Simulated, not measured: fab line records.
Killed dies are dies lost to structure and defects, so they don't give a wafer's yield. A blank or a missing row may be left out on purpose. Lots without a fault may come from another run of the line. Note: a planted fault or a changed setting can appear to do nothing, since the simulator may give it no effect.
Chamber matching ; flow gf180mcu ; cmp-02 running GF_V2_CMP_04: 4 sister chambers
The step polishes SiO2. 16 wafers are shown with their chamber, then 7 later ones without.

## WAFERS PAIRED WITH THEIR CHAMBERS
wafer;chamber;motorCurrentA (A);slurryFlowMlMin;slurryFilterDpKPa (kPa)
L853.2;1;10.7;150.5;13.42
L853.3;0;10.3;149.9;13.66
L853.4;2;11.8;150.9;13.41
L854.2;1;10.7;150.3;13.62
L854.3;3;10.6;150.0;13.68
L854.4;0;10.1;150.3;13.64
L855.1;2;12.4;150.4;13.52
L855.4;3;10.8;149.3;13.54
L855.5;0;10.2;151.1;13.60
L857.2;1;10.8;151.0;13.37
L857.3;2;11.4;150.2;13.56
L857.4;0;10.8;150.2;13.48
L858.1;2;12.0;150.3;13.30
L858.2;3;10.6;149.9;13.64
L858.4;0;10.2;149.9;13.39
L860.1;3;10.5;150.2;13.69

SIGNATURES (averages over the wafers above)
reading;chamber 0;chamber 1;chamber 2;chamber 3;scatter within a chamber
motorCurrentA;10.320;10.733;11.900;10.625;0.271
slurryFlowMlMin;150.280;150.600;150.450;149.850;0.405
slurryFilterDpKPa;13.5540;13.4700;13.4475;13.6375;0.109
Rule: for a wafer and a chamber, the distance is found by dividing, reading by reading, the gap between the wafer's reading and the chamber's mean by the reading's scatter, squaring, summing and taking the root. If the next closest chamber is less than 2 further off than the closest, the wafer can't be placed; otherwise it belongs to the closest. The scatter: take each reading less its chamber's mean, square it, sum over the shown wafers, divide by the number of wafers less the number of chambers, and take the root.

## WAFERS WITHOUT THEIR CHAMBER
wafer;motorCurrentA (A);slurryFlowMlMin;slurryFilterDpKPa (kPa)
L860.2;11.0;149.7;13.53
L860.4;10.7;150.3;13.26
L868.3;10.8;150.5;13.48
L868.6;11.5;149.7;13.54
L871.3;10.5;150.4;13.72
L871.4;12.0;149.2;13.63
L871.5;10.4;149.5;13.48

## CHAMBER TAKEN BY EACH
wafer;from the rows above;in truth
L860.2;can't be placed: 3 or 1 or 0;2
L860.4;can't be placed: 1 or 0 or 3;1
L868.3;can't be placed: 1 or 0 or 3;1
L868.6;can't be placed: 2 or 3 or 1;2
L871.3;can't be placed: 3 or 0 or 1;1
L871.4;can't be placed: 2 or 3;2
L871.5;can't be placed: 3 or 0 or 1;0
Correctly placed: 0 of 7. Unplaceable from these rows: 7, with the true chamber sitting among the candidates in 6. Wrongly placed: 0.
